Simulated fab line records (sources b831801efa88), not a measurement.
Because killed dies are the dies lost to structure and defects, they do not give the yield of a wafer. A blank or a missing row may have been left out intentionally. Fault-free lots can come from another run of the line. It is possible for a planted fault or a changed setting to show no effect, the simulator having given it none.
Comparing a struck lot with a sound one    flow sfqLine    42 steps out of a route of 325
Sound: these wafers, L220.1, L220.2, L220.4. Struck: wafers L217.3, L217.4. (L217.1 of the same lot was not struck and is left out.) The cause comes at the end.
For every step that has rows: the tool of each side, followed by ch and its chambers, followed by its first start. Under that, the readings that differ: sound wafers    struck wafers    difference of the means    sigmas: that difference in standard deviations of wafers without a fault.
alike: words and numbers the same on both sides, and readings whose means are apart by under 2 such deviations; not compared: readings that were withheld, readings missing a value for some wafer, numbers with overlapping values and no deviation given by the record, and bounds like >300 which may hide the same value.
A row with sigmas, a row that says differs or no value, or rows on one side alone: a step with any of these is where the two part. Non-overlapping numbers with no deviation appear without sigmas and do not part them. A reading missing from all wafers of one side parts the sides only when that side holds two or more wafers.

first, 6 steps without rows for these wafers: SFQ_TRILAYER_M6_LITHO_COAT_164 (resist thk 62 nm); SFQ_TRILAYER_M6_LITHO_COAT_159 (resist thk 600 nm); SFQ_TRILAYER_M6_LITHO_SOFTBAKE_163; SFQ_TRILAYER_M6_LITHO_EXPOSE_160 (exposes mask M6, target cd 500 nm); SFQ_TRILAYER_M6_LITHO_PEB_162 (peb time 60 s); SFQ_TRILAYER_M6_LITHO_DEVELOP_161 (time 60 s).
SFQ_M6_OVL_MEAS_940:
  struck on overlay-02, day 77 18:40; sound on overlay-02, day 79 15:08
reading      sound    struck  difference  sigmas
M6_OVL (nm)  -3 0 -1  8 12    +11         +2
then, 1 step without rows for these wafers: SFQ_TRILAYER_M6_BARC_OPEN_METAL_ETCH_206 (etches BARC in O2, target depth 125 nm, time 41.7 s).
SFQ_TRILAYER_M6_ETCH_METAL_ETCH_162: etches Nb in Cl2/Ar, stops on SiO2, target depth 240 nm, time 120 s.
  sound on rieMetal-04 ch 0,1, day 79 15:14; struck on rieMetal-04 ch 0,1, day 77 18:45
  alike: drypumpMotorCurrentA, oesProductAu
  not compared: rfHoursCounterH
then, 3 steps without rows for these wafers: SFQ_TRILAYER_M6_STRIP_STRIP_163 (strips in O2); SFQ_TRILAYER_M6_STRIP_SOLV_CLEAN_164 (cleans in NMP, time 600 s); SFQ_TRILAYER_I6_DEP_PECVD_165 (deposits SiO2 from SiH4/N2O, time 111.11 s, target thk 500 nm).
SFQ_TRILAYER_I6_CMP_CMP_166: polishes SiO2.
  sound on cmp-02 ch 0,1,2, day 79 16:43; struck on cmp-01 ch 1,3, day 78 09:51
reading                                             sound              struck       difference  sigmas
timeToEndpointS (s)                                 215 226 221        276 277      +56         +9
model.SiO2_of_TRILAYER_I6_DEP_PECVD_165.thkNm (nm)  200.8 199.5 198.8  303.4 303.5  +103.7      
  alike: motorCurrentA, slurryFilterDpKPa
SFQ_I6_BOW_MEAS_941:
  struck on filmMetro-01, day 78 12:51; sound on filmMetro-02, day 79 19:13
  alike: I6_BOW
SFQ_TRILAYER_I6_METRO_MEASURE_167:
  struck on filmMetro-01, day 78 12:58; sound on filmMetro-02, day 79 19:20
reading     sound              struck       difference  sigmas
thkNm (nm)  200.5 199.5 198.9  303.3 303.5  +103.8      +99 or more
then, 6 steps without rows for these wafers: SFQ_TRILAYER_I6_VIA_LITHO_COAT_174 (resist thk 62 nm); SFQ_TRILAYER_I6_VIA_LITHO_COAT_169 (resist thk 650 nm); SFQ_TRILAYER_I6_VIA_LITHO_SOFTBAKE_173; SFQ_TRILAYER_I6_VIA_LITHO_EXPOSE_170 (exposes mask I6, target cd 700 nm); SFQ_TRILAYER_I6_VIA_LITHO_PEB_172 (peb time 60 s); SFQ_TRILAYER_I6_VIA_LITHO_DEVELOP_171 (time 60 s).
-- the record jumps here: 4 days lie between the struck wafers' starts before and after --
SFQ_I6_OVL_MEAS_942:
  struck on overlay-01, day 82 09:41; sound on overlay-02, day 83 10:32
  alike: I6_OVL
SFQ_TRILAYER_I6_VIA_BARC_OPEN_VIA_ETCH_235: etches BARC in O2, target depth 125 nm, time 41.7 s.
  sound on rieDiel-04 ch 1,2,3, day 83 10:34; struck on rieDiel-01 ch 0,3, day 82 09:44
  alike: drypumpMotorCurrentA, oesProductAu
  not compared: rfHoursCounterH
SFQ_TRILAYER_I6_VIA_ETCH_VIA_ETCH_172: etches SiO2 in CHF3, stops on Nb, target depth 260 nm.
  sound on rieDiel-04 ch 1,2,3, day 83 10:37; struck on rieDiel-01 ch 0,3, day 82 09:46
reading                       sound              struck       difference  sigmas
oesProductAu (a.u.)           0.850 0.851 0.851  1.011 0.998  +0.154      +31
model.etch.depthNm (nm)       200.8 199.5 198.8  264.7 258.3  +61.8       
model.I6.featureDepthNm (nm)  200.8 199.5 198.8  264.7 258.3  +61.8       
  alike: drypumpMotorCurrentA
SFQ_TRILAYER_I6_VIA_STRIP_STRIP_173: strips in O2.
  sound on rieMetal-01 ch 0,1, day 83 10:44; struck on rieMetal-02 ch 0,1, day 82 09:53
reading              sound              struck       difference  sigmas
oesProductAu (a.u.)  0.994 0.994 0.997  1.025 1.021  +0.028      +3
  alike: drypumpMotorCurrentA
  not compared: rfHoursCounterH
then, 1 step without rows for these wafers: SFQ_TRILAYER_I6_VIA_STRIP_SOLV_CLEAN_174 (cleans in NMP, time 600 s).
SFQ_TRILAYER_M7_DEP_PRE_CLEAN_176: time 22.5 s.
  struck on pvdSputter-05, day 82 10:40; sound on pvdSputter-06, day 83 11:30
reading                                             sound            struck     difference  sigmas
model.SiO2_of_TRILAYER_I6_DEP_PECVD_165.thkNm (nm)  193.3 192 191.3  295.9 296  +103.7      
then, 1 step without rows for these wafers: SFQ_TRILAYER_M7_DEP_SPUTTER_175 (material Nb, target thk 200 nm, time 133.3 s).
SFQ_M7_RS_MEAS_943: measures by four-point-probe.
  struck on filmMetro-02, day 82 10:47; sound on filmMetro-03, day 83 11:37
  alike: M7_NB_RS
then, 6 steps without rows for these wafers: SFQ_TRILAYER_M7_LITHO_COAT_182 (resist thk 62 nm); SFQ_TRILAYER_M7_LITHO_COAT_177 (resist thk 600 nm); SFQ_TRILAYER_M7_LITHO_SOFTBAKE_181; SFQ_TRILAYER_M7_LITHO_EXPOSE_178 (exposes mask M7, target cd 500 nm); SFQ_TRILAYER_M7_LITHO_PEB_180 (peb time 60 s); SFQ_TRILAYER_M7_LITHO_DEVELOP_179 (time 60 s).
-- the record jumps here: 3 days lie between the struck wafers' starts before and after --
SFQ_M7_OVL_MEAS_945:
  struck on overlay-01, day 85 09:01; sound on overlay-01, day 86 16:13
  alike: M7_OVL
then, 1 step without rows for these wafers: SFQ_TRILAYER_M7_BARC_OPEN_METAL_ETCH_229 (etches BARC in O2, target depth 125 nm, time 41.7 s).
SFQ_TRILAYER_M7_ETCH_METAL_ETCH_180: etches Nb in Cl2/Ar, stops on SiO2, target depth 240 nm, time 120 s.
  sound on rieMetal-03 ch 0,1, day 86 16:18; struck on rieMetal-01 ch 0,1, day 85 09:06
  alike: drypumpMotorCurrentA, oesProductAu
  not compared: rfHoursCounterH
SFQ_TRILAYER_M7_STRIP_STRIP_181: strips in O2.
  sound on rieMetal-03 ch 0,1, day 86 16:26; struck on rieMetal-01 ch 0,1, day 85 09:14
  alike: drypumpMotorCurrentA, oesProductAu
  not compared: rfHoursCounterH
then, 2 steps without rows for these wafers: SFQ_TRILAYER_M7_STRIP_SOLV_CLEAN_182 (cleans in NMP, time 600 s); SFQ_TRILAYER_I7_DEP_PECVD_183 (deposits SiO2 from SiH4/N2O, time 111.11 s, target thk 500 nm).
SFQ_M8_BOW_MEAS_951:
  struck on filmMetro-02, day 86 02:56; sound on filmMetro-02, day 87 05:17
reading                 sound              struck       difference  sigmas
model.etest.i6.linkOhm  1.839 1.851 1.847  1e+06 1e+06  +1e+06      
  alike: M8_BOW

== WHERE THEY PART ==
First at SFQ_M6_OVL_MEAS_940; last, within this record, at SFQ_TRILAYER_I6_VIA_STRIP_STRIP_173. Later steps at which nothing parts them and some readings are alike: SFQ_M7_RS_MEAS_943, SFQ_M7_OVL_MEAS_945, SFQ_TRILAYER_M7_ETCH_METAL_ETCH_180, SFQ_TRILAYER_M7_STRIP_STRIP_181, SFQ_M8_BOW_MEAS_951.

WHY: the cause the simulator had injected
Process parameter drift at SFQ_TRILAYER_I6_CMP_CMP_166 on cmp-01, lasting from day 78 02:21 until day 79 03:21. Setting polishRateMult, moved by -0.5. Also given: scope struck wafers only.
